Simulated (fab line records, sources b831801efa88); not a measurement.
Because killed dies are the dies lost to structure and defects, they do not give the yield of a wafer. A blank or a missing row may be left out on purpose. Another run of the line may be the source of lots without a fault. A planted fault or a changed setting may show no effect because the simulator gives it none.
Struck lot and sound lot, side by side | flow sky130 | 14 out of 708 route steps
Sound: wafers L601.2, L601.3, L601.5. Wafers L598.1, L598.3, L598.6 were the ones struck. Last of all comes the cause.
At each step with rows: each side's tool, then ch and its chambers, then its first start. Under that, the readings that differ: sound wafers | struck wafers | difference of the means | sigmas: that difference in standard deviations of wafers without a fault.
alike: readings with means less than 2 such deviations apart, plus words and numbers identical on both sides. not compared: withheld readings, readings lacking a value on some wafer, bounds such as >300 that could conceal the same value, and numbers that have no deviation in the record and whose values overlap.
Wherever a step has rows on one side only, a row that says differs or no value, or a row with sigmas, the two part there. Non-overlapping numbers with no deviation appear without sigmas and do not part them. A reading missing from all wafers of one side parts the sides only when that side holds two or more wafers.

SKY_VIA2_CD_MEAS_12 targets a cd of 200 nm.
  sound: cdSem-02 at day 39 02:11; struck: cdSem-01 at day 38 15:10
reading   | sound             | struck            | difference | sigmas
cdNm (nm) | 198.0 195.9 197.8 | 199.8 200.5 199.3 | +2.6       | +2
SKY_VIA2_OVL_MEAS_13:
  sound: overlay-02 at day 39 02:17; struck: overlay-02 at day 38 15:17
  alike: VIA2_OVL
SKY_VIA2_ETCH_14: etches BARC in N2/H2, stops on SiO2, time 45.9 s, target depth 60 nm.
  sound on rieDiel-01 ch 0,1,3, day 39 02:19; struck on rieDiel-01 ch 1,2,3, day 38 15:19
  alike: drypumpMotorCurrentA, oesProductAu, throttleValvePct
  not compared: rfHoursCounterH
SKY_VIA2_ETCH_15: etches SiO2 in C4F8/O2/Ar, stops on TiN, target depth 546 nm, time 84 s.
  sound on rieDiel-01 ch 0,1,3, day 39 02:22; struck on rieDiel-01 ch 1,2,3, day 38 15:22
  alike: oesProductAu
  not compared: rfHoursCounterH
SKY_VIA2_STRIP_16: strips in O2/N2.
  sound on plasmaAsher-04 ch 1, day 39 02:25; struck on plasmaAsher-04 ch 0,1, day 38 15:25
  alike: drypumpMotorCurrentA, oesProductAu, stripTimeToEndpointS
  not compared: rfHoursCounterH
then, 3 steps without rows for these wafers: SKY_VIA2_STRIP_17 (strips in post etch residue remover, time 1200 s); SKY_VIA2_CLEAN_18 (cleans in IPA, time 180 s); SKY_VIA2_CLEAN_19 (cleans in O3/DIW).
SKY_VIA2_SPUTTER_20: material TiN, target thk 20 nm, time 80 s.
  sound: pvdSputter-01 at day 39 03:02; struck: pvdSputter-03 at day 38 16:01
  alike: throttleValvePct
SKY_VIA2_CVD_21: deposits W, target thk 420 nm, time 126.4 s.
  sound on cvdW-02 ch 1, day 39 03:06; struck on cvdW-02 ch 0,1, day 38 16:05
  alike: chamberPressureTorr, heaterPowerOuterW, heaterPowerW
SKY_VIA2_RS_MEAS_22: the measuring method here is four-point-probe.
  sound: filmMetro-01 at day 39 03:15; struck: filmMetro-03 at day 38 16:13
  alike: VIA2_W_RS
SKY_VIA2_THK_MEAS_23: measures by xrf.
  sound: filmMetro-01 at day 39 03:22; struck: filmMetro-03 at day 38 16:20
reading         | sound       | struck      | difference | sigmas
VIA2_W_THK (nm) | 418 412 420 | 399 399 401 | -17        | -2
SKY_VIA2_CMP_24: polishes, stops on SiO2, t overpolish 20 s, target thk 0 nm.
  sound on cmp-01 ch 2,3, day 39 03:25; struck on cmp-02 ch 0,2, day 38 16:26
  no value came back on the struck wafers for any of 5 readings (edgeZonePressureFrac, headPressurePsi (psi) and others); on the sound wafers edgeZonePressureFrac reads 0.998 0.993 0.998
reading                           | sound | struck            | difference | sigmas
model.W_of_VIA2_CVD_21.thkNm (nm) | 0 0 0 | 405.7 404.3 404.8 | +404.9     | 
  not compared: model.SiO2_of_VIA2_HDPCVD_00.thkNm
-- the record jumps here: 9 days lie between the struck wafers' starts before and after (it left off in module VIA2 and takes up again in module PAD_OPEN, whose first step shown is number 708 of the route) --
SKY_PAD_OPEN_PROBE_99:
  rows exist in the record for the struck wafers here (prober-01, day 47 15:19), but not for the sound ones

== WHERE THEY PART ==
Last at SKY_PAD_OPEN_PROBE_99 as far as this record goes, first at SKY_VIA2_CD_MEAS_12.

WHY: the cause the simulator had injected
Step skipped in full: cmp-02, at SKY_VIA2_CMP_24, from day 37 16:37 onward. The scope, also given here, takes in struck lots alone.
